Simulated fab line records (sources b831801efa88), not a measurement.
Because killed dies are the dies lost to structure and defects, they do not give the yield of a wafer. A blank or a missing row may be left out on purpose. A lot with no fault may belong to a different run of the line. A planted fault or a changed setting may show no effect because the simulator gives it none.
Which tool did it? / flow sky130 / Sampling: 12 lots, 36 wafers, 6 of 708 route steps

WHAT THE GAUGES READ, wafer by wafer
SKY_POLY_GATE_CD_MEAS_13: target cd 150 nm.
lot=L124; measured=day 16 01:34; on=cd_sem-02; cd_nm (nm)=149.8 149.2 148.8
lot=L125; measured=day 16 16:16; on=cd_sem-01; cd_nm (nm)=150.4 149.5 150.7
lot=L128; measured=day 17 23:59; on=cd_sem-01; cd_nm (nm)=149.3 149.6 149.9
lot=L131; measured=day 18 19:53; on=cd_sem-01; cd_nm (nm)=148.8 147.7 147.9
lot=L132; measured=day 19 08:27; on=cd_sem-02; cd_nm (nm)=148.8 150.0 149.2
lot=L133; measured=day 19 14:17; on=cd_sem-01; cd_nm (nm)=151.2 151.4 152.7
lot=L142; measured=day 23 02:38; on=cd_sem-02; cd_nm (nm)=152.9 152.1 152.4
lot=L143; measured=day 23 07:08; on=cd_sem-01; cd_nm (nm)=148.5 147.5 148.6
lot=L144; measured=day 23 18:20; on=cd_sem-02; cd_nm (nm)=147.7 147.1 147.2
lot=L145; measured=day 23 21:50; on=cd_sem-01; cd_nm (nm)=148.6 149.5 150.7
lot=L146; measured=day 24 08:37; on=cd_sem-02; cd_nm (nm)=149.5 149.1 150.1
lot=L147; measured=day 24 14:01; on=cd_sem-02; cd_nm (nm)=147.4 149.3 150.3

SKY_LDD_N_TW_MEAS_17.
lot=L124; measured=day 17 09:17; on=film_metro-03; LDD_N_TW=2578 2583 2569
lot=L125; measured=day 18 03:22; on=film_metro-04; LDD_N_TW=2619 2613 2632
lot=L128; measured=day 19 09:28; on=film_metro-03; LDD_N_TW=2581 2586 2584
lot=L131; measured=day 20 06:40; on=film_metro-03; LDD_N_TW=2604 2599 2594
lot=L132; measured=day 20 23:04; on=film_metro-01; LDD_N_TW=2577 2568 2571
lot=L133; measured=day 21 01:08; on=film_metro-01; LDD_N_TW=2553 2560 2570
lot=L142; measured=day 24 11:43; on=film_metro-03; LDD_N_TW=2588 2577 2588
lot=L143; measured=day 24 16:09; on=film_metro-04; LDD_N_TW=2615 2623 2624
lot=L144; measured=day 25 02:45; on=film_metro-03; LDD_N_TW=2587 2602 2588
lot=L145; measured=day 25 06:31; on=film_metro-01; LDD_N_TW=2595 2592 2566
lot=L146; measured=day 25 18:53; on=film_metro-01; LDD_N_TW=2580 2593 2579
lot=L147; measured=day 25 22:46; on=film_metro-04; LDD_N_TW=2624 2615 2613

SKY_LDD_P_CD_MEAS_07: target cd 380 nm.
lot=L124; measured=day 18 14:45; on=cd_sem-02; cd_nm (nm)=382.2 382.1 381.9
lot=L125; measured=day 19 09:32; on=cd_sem-02; cd_nm (nm)=381.1 379.4 377.2
lot=L128; measured=day 20 15:25; on=cd_sem-01; cd_nm (nm)=379.6 381.1 380.8
lot=L131; measured=day 21 13:08; on=cd_sem-01; cd_nm (nm)=381.1 376.1 375.3
lot=L132; measured=day 22 05:33; on=cd_sem-02; cd_nm (nm)=378.0 377.7 379.4
lot=L133; measured=day 22 07:37; on=cd_sem-02; cd_nm (nm)=- - -
lot=L142; measured=day 25 19:07; on=cd_sem-02; cd_nm (nm)=378.8 379.7 379.8
lot=L143; measured=day 25 21:13; on=cd_sem-01; cd_nm (nm)=380.5 380.8 379.0
lot=L144; measured=day 26 06:31; on=cd_sem-01; cd_nm (nm)=379.0 380.0 381.8
lot=L145; measured=day 26 11:31; on=cd_sem-02; cd_nm (nm)=379.6 379.1 380.5
lot=L146; measured=day 26 23:32; on=cd_sem-02; cd_nm (nm)=379.3 380.3 381.8
lot=L147; measured=day 27 04:28; on=cd_sem-01; cd_nm (nm)=380.3 384.6 381.1

SKY_LDD_P_TW_MEAS_11.
lot=L124; measured=day 18 15:10; on=film_metro-03; LDD_P_TW=635 637 637
lot=L125; measured=day 19 10:05; on=film_metro-01; LDD_P_TW=634 633 633
lot=L128; measured=day 20 15:48; on=film_metro-01; LDD_P_TW=631 634 633
lot=L131; measured=day 21 13:31; on=film_metro-02; LDD_P_TW=627 625 627
lot=L132; measured=day 22 05:58; on=film_metro-01; LDD_P_TW=628 626 625
lot=L133; measured=day 22 08:01; on=film_metro-03; LDD_P_TW=30 30 30
lot=L142; measured=day 25 19:30; on=film_metro-01; LDD_P_TW=636 637 635
lot=L143; measured=day 25 21:38; on=film_metro-01; LDD_P_TW=637 635 641
lot=L144; measured=day 26 06:55; on=film_metro-02; LDD_P_TW=623 623 626
lot=L145; measured=day 26 11:53; on=film_metro-02; LDD_P_TW=625 627 623
lot=L146; measured=day 26 23:56; on=film_metro-02; LDD_P_TW=626 626 626
lot=L147; measured=day 27 04:52; on=film_metro-01; LDD_P_TW=631 631 630

WHAT TOOL EACH LOT RAN ON (gives the tool, then ch and the chambers of the sampled wafers, and finally the start)
lot=L124; SKY_POLY_GATE_STRIP_18=plasma_asher-02 ch 0,1, day 16 01:58; SKY_LDD_P_EXPOSE_04=iline_stepper-01 ch 0, day 17 23:43
lot=L125; SKY_POLY_GATE_STRIP_18=plasma_asher-01 ch 0,1, day 16 16:39; SKY_LDD_P_EXPOSE_04=iline_stepper-02 ch 0, day 18 18:19
lot=L128; SKY_POLY_GATE_STRIP_18=plasma_asher-01 ch 0,1, day 18 00:23; SKY_LDD_P_EXPOSE_04=iline_stepper-02 ch 0, day 20 00:22
lot=L131; SKY_POLY_GATE_STRIP_18=plasma_asher-02 ch 0,1, day 18 20:15; SKY_LDD_P_EXPOSE_04=iline_stepper-02 ch 0, day 20 22:29
lot=L132; SKY_POLY_GATE_STRIP_18=plasma_asher-04 ch 0,1, day 19 08:51; SKY_LDD_P_EXPOSE_04=iline_stepper-02 ch 0, day 21 14:00
lot=L133; SKY_POLY_GATE_STRIP_18=plasma_asher-02 ch 0,1, day 19 14:40; SKY_LDD_P_EXPOSE_04=iline_stepper-02 ch 0, day 21 16:01
lot=L142; SKY_POLY_GATE_STRIP_18=plasma_asher-02 ch 0,1, day 23 03:01; SKY_LDD_P_EXPOSE_04=iline_stepper-02 ch 0, day 25 05:26
lot=L143; SKY_POLY_GATE_STRIP_18=plasma_asher-04 ch 0,1, day 23 07:32; SKY_LDD_P_EXPOSE_04=iline_stepper-02 ch 0, day 25 07:07
lot=L144; SKY_POLY_GATE_STRIP_18=plasma_asher-02 ch 0,1, day 23 18:44; SKY_LDD_P_EXPOSE_04=iline_stepper-01 ch 0, day 25 16:47
lot=L145; SKY_POLY_GATE_STRIP_18=plasma_asher-04 ch 0,1, day 23 22:13; SKY_LDD_P_EXPOSE_04=iline_stepper-01 ch 0, day 25 20:44
lot=L146; SKY_POLY_GATE_STRIP_18=plasma_asher-02 ch 0, day 24 08:59; SKY_LDD_P_EXPOSE_04=iline_stepper-01 ch 0, day 26 09:02
lot=L147; SKY_POLY_GATE_STRIP_18=plasma_asher-04 ch 0,1, day 24 14:25; SKY_LDD_P_EXPOSE_04=iline_stepper-01 ch 0, day 26 13:36
- SKY_POLY_GATE_STRIP_18: strips in O2/N2.
- SKY_LDD_P_EXPOSE_04: exposes mask PSDM, target cd 380 nm.

AS READ BY THE TOOLS THEMSELVES (means over the sampled wafers that have a number; for cases with no such wafer, the mark the record gives instead)
SKY_POLY_GATE_STRIP_18.
lot=L124; tool=plasma_asher-02; drypump_motor_current_A (A)=5.5; oes_product_au (a.u.)=0.360; strip_time_to_endpoint_s (s)=3.18
lot=L125; tool=plasma_asher-01; drypump_motor_current_A (A)=5.7; oes_product_au (a.u.)=0.359; strip_time_to_endpoint_s (s)=3.18
lot=L128; tool=plasma_asher-01; drypump_motor_current_A (A)=5.6; oes_product_au (a.u.)=0.360; strip_time_to_endpoint_s (s)=3.16
lot=L131; tool=plasma_asher-02; drypump_motor_current_A (A)=5.3; oes_product_au (a.u.)=0.359; strip_time_to_endpoint_s (s)=3.18
lot=L132; tool=plasma_asher-04; drypump_motor_current_A (A)=5.7; oes_product_au (a.u.)=0.363; strip_time_to_endpoint_s (s)=3.16
lot=L133; tool=plasma_asher-02; drypump_motor_current_A (A)=5.5; oes_product_au (a.u.)=0.361; strip_time_to_endpoint_s (s)=3.19
lot=L142; tool=plasma_asher-02; drypump_motor_current_A (A)=5.4; oes_product_au (a.u.)=0.360; strip_time_to_endpoint_s (s)=3.10
lot=L143; tool=plasma_asher-04; drypump_motor_current_A (A)=5.3; oes_product_au (a.u.)=0.366; strip_time_to_endpoint_s (s)=3.24
lot=L144; tool=plasma_asher-02; drypump_motor_current_A (A)=5.5; oes_product_au (a.u.)=0.363; strip_time_to_endpoint_s (s)=3.14
lot=L145; tool=plasma_asher-04; drypump_motor_current_A (A)=5.3; oes_product_au (a.u.)=0.360; strip_time_to_endpoint_s (s)=3.15
lot=L146; tool=plasma_asher-02; drypump_motor_current_A (A)=5.6; oes_product_au (a.u.)=0.363; strip_time_to_endpoint_s (s)=3.17
lot=L147; tool=plasma_asher-04; drypump_motor_current_A (A)=5.7; oes_product_au (a.u.)=0.362; strip_time_to_endpoint_s (s)=3.17

THE ANSWER, worked out from the rows above alone
Rule: the lots themselves supply what counts as usual. The widest of any qualifying gaps counts: lots, ordered by their means at a reading, are off when they make up no more than a third of the lots, leave a main group of 4 or more, and stand apart from it by 3 or more times the standard deviation of that group's means. A main group whose means are all the same, to the digits that the tables above print for the reading, isn't used. A lot without any number at a reading at which 4 lots or more have one is off too. Where the step has rows for the other lots, those lots are counted as sound. Order of review: gauges by route order, followed by the tools' own readings, for which a lot's mean as printed above is used. The first step at which some lot is off is used, and at that step the reading that is off furthest; a lot without a number counts as furthest.
Off, at SKY_LDD_P_CD_MEAS_07 on cd_nm: L133. Without a number there: L133. Main group: mean 380.0 nm, sd 1.3.
A tool fits if, at a process step before that reading, it ran every lot that is off, and no sound lot after the first of them. Not tried: the gauges at SKY_LDD_P_CD_MEAS_07; whatever is off there is also off at SKY_LDD_P_TW_MEAS_11, on other tools, and gauge error can't account for it. None of those tried fits.

WHAT HAD BEEN PUT IN BY THE SIMULATOR
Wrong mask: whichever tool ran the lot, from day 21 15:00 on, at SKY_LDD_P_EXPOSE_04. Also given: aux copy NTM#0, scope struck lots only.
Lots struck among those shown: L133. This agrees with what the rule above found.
